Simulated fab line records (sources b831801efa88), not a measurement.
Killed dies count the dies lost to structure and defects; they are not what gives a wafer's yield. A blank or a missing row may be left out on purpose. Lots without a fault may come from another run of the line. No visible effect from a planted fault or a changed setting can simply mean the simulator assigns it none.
fab line records    flow sky130
record: lots: 15  wafers: 45  last-day: 50
route steps=708 shown METAL4@630 VIA4@642
lots that met no fault: taken from a fault-free run of the same line
start-h: hours from the record's first day to the start of the lot's first wafer shown    wait-h: hours elapsed since this lot's preceding step    " as in the row above    L1.1+2: several wafers, shown together as one row    - value missing, or start not given    * or withheld: withheld    < > ~ a bound
route shown NAME@n: a module of which the file shows steps, and the number in the route of the first    usual: average and standard deviation across the fault-free wafers    same: alike in all rows    chamber/n: place in a boat    sites: readings site by site    _std_site: standard deviation of those values    _edge_site: inner sites' mean taken away from outer sites' mean    radius-mm: how far each site lies from the wafer's centre    mask NAME#n: copy n    behind: tool/chamber where the wafer was last shaped    hold: the reason the lot was held/the length of the hold in hours/how it ended    device: which transistor (n, p or np) failed to switch    end of line: at the end of the route, the tests of the same wafers    for a step that has no rows: nothing shown but its recipe    killed: the dies lost at the first sort to structure and to defects; this is not the yield of the wafer    map: a wafer's dies, x killed, . not, _ none there
set.NAME: the setting as run; set.NAME@STEP: as run at that earlier step    model.NAME: the simulator's own value behind a step, which no gauge read
a sample of lots followed through the steps of the route, with each step as a table and each wafer as a row
services: the hour from which a tool's chamber was out of use, counted from the record's first day as start-h (under 0 if before that day), plus the number of hours and why
== steps ==
step: SKY_METAL4_OVL_MEAS_14
usual: METAL4_OVL: 4/6.8
lot.wafer  tool        chamber  start-h  wait-h  METAL4_OVL[nm]
L836.3     overlay-01  -        987.08   0.1     5
L836.4     "           -        "        "       5
L836.5     "           -        "        "       4
L837.2     overlay-01  -        995.89   0.1     -4
L837.5     "           -        "        "       -4
L837.6     "           -        "        "       0
L840.1     overlay-02  -        1014.30  0.1     20
L840.4     "           -        "        "       10
L840.5     "           -        "        "       16
L841.1     overlay-01  -        1019.72  0.1     2
L841.2     "           -        "        "       -5
L841.5     "           -        "        "       -2
L842.2     overlay-02  -        1028.49  0.1     -1
L842.3     "           -        "        "       3
L842.5     "           -        "        "       -2
L843.1     overlay-01  -        1037.05  0.1     6
L843.2     "           -        "        "       0
L843.4     "           -        "        "       1
L847.2     overlay-01  -        1059.11  0.1     -3
L847.4     "           -        "        "       -3
L847.5     "           -        "        "       -1
L850.3     overlay-01  -        1086.86  0.1     12
L850.5     "           -        "        "       4
L850.6     "           -        "        "       -3
L851.3     overlay-02  -        1087.98  0.1     -4
L851.5     "           -        "        "       -1
L851.6     "           -        "        "       2
L852.1     overlay-02  -        1091.73  0.1     14
L852.3     "           -        "        "       13
L852.6     "           -        "        "       8
L853.3     overlay-01  -        1097.93  0.1     5
L853.5     "           -        "        "       7
L853.6     "           -        "        "       4
L854.1     overlay-02  -        1102.17  0.1     -9
L854.3     "           -        "        "       -9
L854.4     "           -        "        "       -4
L855.1     overlay-01  -        1109.87  0.1     12
L855.3     "           -        "        "       10
L855.6     "           -        "        "       9
L856.1     overlay-02  -        1111.75  0.1     6
L856.4     "           -        "        "       11
L856.5     "           -        "        "       0
L857.2     overlay-01  -        1117.32  0.1     -1
L857.3     "           -        "        "       -3
L857.6     "           -        "        "       -1
step: SKY_VIA4_BOW_MEAS_03
recipe: mode: bow
usual: VIA4_BOW: 77/8.1
lot.wafer  tool           chamber  start-h  wait-h  VIA4_BOW[um]
L836.3     film-metro-03  -        988.99   0.2     79
L836.4     "              -        "        "       83
L836.5     "              -        "        "       83
L837.2     film-metro-03  -        997.56   0.2     91
L837.5     "              -        "        "       85
L837.6     "              -        "        "       79
L840.1     film-metro-01  -        1015.95  0.2     73
L840.4     "              -        "        "       70
L840.5     "              -        "        "       68
L841.1     film-metro-04  -        1021.70  0.2     66
L841.2     "              -        "        "       66
L841.5     "              -        "        "       58
L842.2     film-metro-03  -        1030.05  0.2     79
L842.3     "              -        "        "       72
L842.5     "              -        "        "       80
L843.1     film-metro-01  -        1039.04  0.1     74
L843.2     "              -        "        "       70
L843.4     "              -        "        "       68
L847.2     film-metro-01  -        1060.67  0.1     82
L847.4     "              -        "        "       90
L847.5     "              -        "        "       83
L850.3     film-metro-01  -        1088.85  0.2     82
L850.5     "              -        "        "       79
L850.6     "              -        "        "       73
L851.3     film-metro-04  -        1090.05  0.3     72
L851.5     "              -        "        "       69
L851.6     "              -        "        "       60
L852.1     film-metro-03  -        1093.66  0.2     72
L852.3     "              -        "        "       79
L852.6     "              -        "        "       55
L853.3     film-metro-03  -        1099.54  0.2     89
L853.5     "              -        "        "       74
L853.6     "              -        "        "       75
L854.1     film-metro-01  -        1103.66  0.2     85
L854.3     "              -        "        "       70
L854.4     "              -        "        "       81
L855.1     film-metro-03  -        1111.36  0.2     83
L855.3     "              -        "        "       83
L855.6     "              -        "        "       88
L856.1     film-metro-01  -        1114.23  0.2     78
L856.4     "              -        "        "       82
L856.5     "              -        "        "       77
L857.2     film-metro-04  -        1119.30  0.2     83
L857.3     "              -        "        "       90
L857.6     "              -        "        "       74
step: SKY_VIA4_EXPOSE_08
recipe: mask-id: VIM4  na: 0.6  source-shape: conventional  sigma-outer: 0.6  polarization: unpolarized  target-cd-nm: 800  dose-mj: 132
usual: exposure-dose-mJ-cm2: 131.99/0.13  focus-offset-nm: -0.2/0.5
lot.wafer  tool              chamber  start-h  wait-h  mask    exposure-dose-mJ-cm2  focus-offset-nm
L836.3     iline-stepper-02  0        1000.44  -       VIM4#0  132.14                0.3
L836.4     "                 0        "        "       VIM4#0  131.92                -0.2
L836.5     "                 0        "        "       VIM4#0  132.02                -1.0
L837.2     iline-stepper-02  0        1009.00  -       VIM4#0  132.12                -0.4
L837.5     "                 0        "        "       VIM4#0  132.01                0.2
L837.6     "                 0        "        "       VIM4#0  132.28                -0.2
L840.1     iline-stepper-02  0        1027.33  -       VIM4#0  132.03                -0.2
L840.4     "                 0        "        "       VIM4#0  132.14                -0.2
L840.5     "                 0        "        "       VIM4#0  131.90                0.2
L841.1     iline-stepper-02  -        1033.28  -       VIM4#0  -                     -
L841.2     "                 -        "        "       VIM4#0  -                     -
L841.5     "                 -        "        "       VIM4#0  -                     -
L842.2     iline-stepper-02  -        1041.97  -       VIM4#0  -                     -
L842.3     "                 -        "        "       VIM4#0  -                     -
L842.5     "                 -        "        "       VIM4#0  -                     -
L843.1     iline-stepper-02  -        1050.38  -       VIM4#0  -                     -
L843.2     "                 -        "        "       VIM4#0  -                     -
L843.4     "                 -        "        "       VIM4#0  -                     -
L847.2     iline-stepper-02  0        1071.23  -       VIM4#0  132.11                0.3
L847.4     "                 0        "        "       VIM4#0  132.05                0.4
L847.5     "                 0        "        "       VIM4#0  132.20                -0.4
L850.3     iline-stepper-02  0        1098.44  -       VIM4#0  132.15                -0.7
L850.5     "                 0        "        "       VIM4#0  131.80                -0.8
L850.6     "                 0        "        "       VIM4#0  131.99                -1.1
L851.3     iline-stepper-02  0        1100.39  -       VIM4#0  131.92                0.3
L851.5     "                 0        "        "       VIM4#0  132.04                0.3
L851.6     "                 0        "        "       VIM4#0  131.87                0.9
L852.1     iline-stepper-02  0        1104.23  -       VIM4#0  131.94                0.2
L852.3     "                 0        "        "       VIM4#0  132.06                0.1
L852.6     "                 0        "        "       VIM4#0  132.07                0.5
L853.3     iline-stepper-02  0        1110.39  -       VIM4#0  132.14                -0.3
L853.5     "                 0        "        "       VIM4#0  132.05                -1.1
L853.6     "                 0        "        "       VIM4#0  131.90                -0.9
L854.1     iline-stepper-01  0        1113.27  -       VIM4#0  131.86                0.3
L854.3     "                 0        "        "       VIM4#0  131.97                0.5
L854.4     "                 0        "        "       VIM4#0  132.16                -0.8
L855.1     iline-stepper-01  0        1120.70  -       VIM4#0  131.77                -0.3
L855.3     "                 0        "        "       VIM4#0  132.08                -0.7
L855.6     "                 0        "        "       VIM4#0  132.05                -0.6
L856.1     iline-stepper-02  0        1123.23  -       VIM4#0  131.90                0.0
L856.4     "                 0        "        "       VIM4#0  131.97                -0.2
L856.5     "                 0        "        "       VIM4#0  132.05                0.1
L857.2     iline-stepper-02  0        1129.32  -       VIM4#0  131.97                -0.7
L857.3     "                 0        "        "       VIM4#0  132.04                -0.2
L857.6     "                 0        "        "       VIM4#0  132.08                -0.6
step: SKY_VIA4_OVL_MEAS_11
usual: VIA4_OVL: 0.0/1.6
lot.wafer  tool        chamber  start-h  wait-h  VIA4_OVL[nm]
L836.3     overlay-01  -        1011.59  0.1     -3.7
L836.4     "           -        "        "       -2.3
L836.5     "           -        "        "       -4.0
L837.2     overlay-01  -        1019.90  0.1     0.9
L837.5     "           -        "        "       -0.3
L837.6     "           -        "        "       -0.4
L840.1     overlay-01  -        1038.30  0.1     -0.7
L840.4     "           -        "        "       0.8
L840.5     "           -        "        "       -1.2
L841.1     overlay-01  -        1043.95  0.1     -
L841.2     "           -        "        "       -
L841.5     "           -        "        "       -
L842.2     overlay-01  -        1052.65  0.1     -
L842.3     "           -        "        "       -
L842.5     "           -        "        "       -
L843.1     overlay-02  -        1061.18  0.1     -
L843.2     "           -        "        "       -
L843.4     "           -        "        "       -
L847.2     overlay-02  -        1082.01  0.1     -2.6
L847.4     "           -        "        "       0.1
L847.5     "           -        "        "       -1.8
L850.3     overlay-01  -        1109.06  0.1     -0.4
L850.5     "           -        "        "       0.5
L850.6     "           -        "        "       1.4
L851.3     overlay-02  -        1110.99  0.1     -0.3
L851.5     "           -        "        "       0.3
L851.6     "           -        "        "       1.0
L852.1     overlay-01  -        1113.45  0.1     0.0
L852.3     "           -        "        "       -0.8
L852.6     "           -        "        "       -1.1
L853.3     overlay-01  -        1119.34  0.1     3.9
L853.5     "           -        "        "       2.1
L853.6     "           -        "        "       1.3
L854.1     overlay-01  -        1121.35  0.1     -2.8
L854.3     "           -        "        "       -1.7
L854.4     "           -        "        "       -2.8
L855.1     overlay-02  -        1130.20  0.1     -2.1
L855.3     "           -        "        "       -0.3
L855.6     "           -        "        "       -0.3
L856.1     overlay-02  -        1132.65  0.1     2.0
L856.4     "           -        "        "       2.5
L856.5     "           -        "        "       1.7
L857.2     overlay-01  -        1137.96  0.1     0.7
L857.3     "           -        "        "       3.4
L857.6     "           -        "        "       0.7
== services ==
tool              chamber  start-h  hours  kind
iline-stepper-01  -        988.00   4.4    pm
iline-stepper-01  -        1003.50  0.7    repair
iline-stepper-02  -        1020.22  5.2    repair
iline-stepper-01  -        1075.19  2.1    pm
iline-stepper-01  -        1077.27  -      consumable-replace:lamp
iline-stepper-01  -        1092.79  4.3    pm
== key ==
first-sign: step: SKY_VIA4_EXPOSE_08  reading: tool-record  direction: missing
effect none on later readings
met-at SKY_VIA4_EXPOSE_08
struck-lots L841,L842,L843
later-rows-left-out L841.1,L841.2,L841.5,L842.2,L842.3,L842.5,L843.1,L843.2,L843.4
sort-left-out L841.1,L841.2,L841.5,L842.2,L842.3,L842.5,L843.1,L843.2,L843.4
not-acting-at SKY_METAL4_OVL_MEAS_14,SKY_VIA4_BOW_MEAS_03,SKY_VIA4_OVL_MEAS_11
onset-between 1027.33 1033.28
fault: kind: skipped-step-whole  tool: iline-stepper-02  chamber: -  onset-h: 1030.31  steps: SKY_VIA4_EXPOSE_08  scope: struck-lots-only
sort-left-out: the simulated sort isn't trusted on such a fault, so these wafers' sort isn't shown, and their yield isn't known
later-rows-left-out: the simulator's readings of these wafers behind a module that went badly wrong aren't trusted and aren't shown, but for the sort
